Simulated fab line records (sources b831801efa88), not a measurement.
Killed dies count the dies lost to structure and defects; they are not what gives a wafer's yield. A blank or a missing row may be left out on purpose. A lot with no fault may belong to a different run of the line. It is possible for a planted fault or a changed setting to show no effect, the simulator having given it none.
Comparing a struck lot with a sound one -- flow sky130 -- 16 steps out of a route of 708
Sound: wafers L269.1, L269.4, L269.6. The struck wafers were L276.2, L276.3, L276.4. At the end, the cause is stated.
Each step with rows lists, per side, the tool, then ch with its chambers, then its first start. Under that, the readings that differ: sound wafers -- struck wafers -- difference of the means -- sigmas: that difference in standard deviations of wafers without a fault.
alike: a reading whose means differ by less than 2 such deviations, as well as words and numbers matching on both sides. not compared: withheld readings; readings where some wafer has no value; bounds like >300 that might hide an equal value; numbers whose values overlap and for which the record gives no deviation.
A row with sigmas, a row that says differs or no value, or rows on one side alone: a step with any of these is where the two part. Numbers that have no deviation but don't overlap get no sigmas and don't part them. A reading that every wafer of one side lacks parts them only if that side has two wafers or more.

SKY_NWELL_RS_MEAS_29: measures by four-point-probe.
  sound on filmMetro-02, day 9 15:50; struck on filmMetro-02, day 11 05:14
  alike: NWELL_RS
SKY_NWELL_RS_MEAS_31: measures by four-point-probe.
  sound on filmMetro-02, day 9 16:04; struck on filmMetro-02, day 11 05:29
  alike: PWDE_RS
then, 7 steps without rows for these wafers: SKY_VT_ADJUST_HVTP_DEHYDRATE_00 (time 60 s); SKY_VT_ADJUST_HVTP_HMDS_01 (prime time 60 s); SKY_VT_ADJUST_HVTP_COAT_02 (resist thk 1140 nm); SKY_VT_ADJUST_HVTP_SOFTBAKE_03 (time 60 s); SKY_VT_ADJUST_HVTP_EXPOSE_04 (exposes mask HVTPM, target cd 380 nm); SKY_VT_ADJUST_HVTP_PEB_05; SKY_VT_ADJUST_HVTP_DEVELOP_06 (develop time 60 s).
SKY_VT_ADJUST_HVTP_CD_MEAS_07: target cd 380 nm.
  sound on cdSem-01, day 10 14:58; struck on cdSem-01, day 12 05:32
  alike: cdNm
SKY_VT_ADJUST_HVTP_OVL_MEAS_08:
  sound on overlay-01, day 10 15:05; struck on overlay-02, day 12 05:39
  alike: VT_ADJUST_HVTP_OVL
SKY_VT_ADJUST_HVTP_IMPLANT_09:
  sound on implanter-01 ch 0, day 10 15:08; struck on implanter-01 ch 0, day 12 05:42
reading,sound,struck,difference,sigmas
doseIonsCm2,4.298e+12 4.304e+12 4.297e+12,3.954e+12 3.947e+12 3.956e+12,-3.473e+11,-71
faradayCurrentUA,24.6 24.1 24.6,23.0 21.6 21.4,-2.4,-5
SKY_VT_ADJUST_HVTP_STRIP_10: strips in O2/N2.
  sound on plasmaAsher-01 ch 0,1, day 10 15:17; struck on plasmaAsher-03 ch 0,1, day 12 05:50
  alike: drypumpMotorCurrentA, oesProductAu, stripTimeToEndpointS
  not compared: rfHoursCounterH
SKY_VT_ADJUST_HVTP_TW_MEAS_11:
  sound on filmMetro-02, day 10 15:23; struck on filmMetro-01, day 12 05:56
reading,sound,struck,difference,sigmas
VT_ADJUST_HVTP_TW,1365 1358 1361,1323 1325 1324,-37,-6
then, 1 step without rows for these wafers: SKY_VT_ADJUST_LVTN_DEHYDRATE_00 (time 60 s).
-- here the record skips 38 days between the struck wafers' starts before and after, leaving off in module VT_ADJUST_LVTN and picking up in module PAD_OPEN (first step shown: number 708 of the route) --
SKY_PAD_OPEN_PROBE_99:
  sound on prober-02, day 49 16:44; struck on prober-02, day 50 16:13
reading,sound,struck,difference,sigmas
model.etest.tipP.rsOhmSq,6895 6884 6857,6554 6561 6521,-333,
model.etest.pfet_01v8.driveUaUm,192.4 187.7 191,213.4 208 209.2,+19.8,
model.etest.pfet_01v8_mvt.driveUaUm,151.3 148.6 151.3,167.6 167.5 167.9,+17.3,
model.etest.pfet_01v8_mvt.offLog10AUm,-10.86 -10.86 -10.94,-9.143 -9.241 -9.209,+1.689,
model.etest.pfet_01v8.offLog10AUm,-9.825 -9.9 -9.914,-8.644 -8.837 -8.708,+1.150,
model.etest.sramPfetLatch.offLog10AUm,-12.72 -13.09 -12.86,-12.35 -12.22 -12.08,+0.67,
model.etest.pfet_01v8_hvt.offLog10AUm,-13.07 -13.03 -13.11,-12.56 -12.62 -12.55,+0.49,
model.etest.pfet_01v8_mvt.vtSatV (V),-0.5766 -0.5813 -0.5842,-0.436 -0.4375 -0.4373,+0.144,
  alike: killed_at_M0_to_M3, killed_at_M4_up, killedAtContacts, killedAtFrontEnd, killedAtOther, killedDies, killedOpen, killedShort

## WHERE THEY PART
Last at SKY_VT_ADJUST_HVTP_TW_MEAS_11 as far as this record goes, first at SKY_VT_ADJUST_HVTP_IMPLANT_09. Later steps at which nothing parts them and some readings are alike: SKY_PAD_OPEN_PROBE_99.

WHY: what the simulator had put in
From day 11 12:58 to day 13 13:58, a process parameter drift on implanter-01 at SKY_VT_ADJUST_HVTP_IMPLANT_09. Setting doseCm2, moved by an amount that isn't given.
